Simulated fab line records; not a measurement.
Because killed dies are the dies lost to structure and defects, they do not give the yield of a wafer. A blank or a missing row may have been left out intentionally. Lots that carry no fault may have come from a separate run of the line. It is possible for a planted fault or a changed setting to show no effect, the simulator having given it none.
A single fault, viewed from 2 desks :: flow sky130 :: each desk holds nothing but its own numbers, with what lay behind them at the end

AT THE METROLOGY DESK
Means of the sampled wafers that have a number, per lot and without regard to the tool the lot ran on: this is what the gauges read. Marked OUT: a lot whose mean sits more than 4 standard deviations from the usual mean, which makes it out of limits; the brackets give that distance.
Columns: A = POLY_GATE_TW at SKY_RES_PROTECT_TW_MEAS_08, usual 4050; B = POLY_GATE_CVD_03_THK at SKY_POLY_GATE_THK_MEAS_04, usual 75.3 nm; C = cd nm at SKY_POLY_GATE_CD_MEAS_13, usual 149.8 nm; D = POLY_GATE_OVL at SKY_POLY_GATE_OVL_MEAS_14, usual 0 nm
lot: L883
first seen here: day 18 13:43
A: 4054
B: 75.0
C: 147.1
D: 2

lot: L885
first seen here: day 19 14:43
A: 4030
B: 74.6
C: 149.0
D: -3

lot: L890
first seen here: day 21 03:38
A: 4095
B: 75.9
C: 152.0
D: 3

lot: L891
first seen here: day 21 08:53
A: 4035
B: 76.4
C: 147.8
D: 4

lot: L892
first seen here: day 22 00:07
A: 4063
B: 74.8
C: 149.8
D: 2

lot: L895
first seen here: day 23 04:58
A: 4055
B: 75.7
C: 149.1
D: 2
Finding of this desk: none of the 6 lots has anything out of limits.

AT THE TOOL OWNER'S DESK: litho track-03
The tool's own readings at SKY_POLY_GATE_COAT_08 (resist thk 450 nm): means of the sampled wafers that have a number, for each lot that ran on this tool. Marked OUT: a lot whose mean sits more than 4 standard deviations from the usual mean, which makes it out of limits; the brackets give that distance.
Columns: A = exhaust pa at SKY_POLY_GATE_COAT_08, usual 45.2 Pa; B = spin speed rpm at SKY_POLY_GATE_COAT_08, usual 2999.9 rpm
lot: L883
first seen here: day 19 08:00
A: 46.0
B: 3000.1

lot: L891
first seen here: day 22 01:00
A: 45.0
B: 2944.2 (-31) OUT

lot: L892
first seen here: day 22 16:00
A: 44.7
B: 2945.9 (-30) OUT
This desk's verdict: out of limits on L891, L892, starting with L891 at day 22 01:00 (spin speed rpm at SKY_POLY_GATE_COAT_08). L883 stayed within limits.

PUT TOGETHER
On L891, L892, at day 22 01:00, an alarm was possible from the tool owner's desk.
Metrology desk: nothing out of limits seen.
The metrology desk holds a record of L891, L892, inside its limits.
All the named lots went through SKY_POLY_GATE_COAT_08 on litho track-03.

WHAT HAD BEEN PUT IN BY THE SIMULATOR
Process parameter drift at SKY_POLY_GATE_COAT_08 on litho track-03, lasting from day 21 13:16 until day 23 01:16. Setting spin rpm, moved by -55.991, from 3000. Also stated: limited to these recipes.
Shown lots that were struck: L891, L892.
Delay in hours, fault start to first out-of-limits reading, by desk: the tool owner's desk at 12.
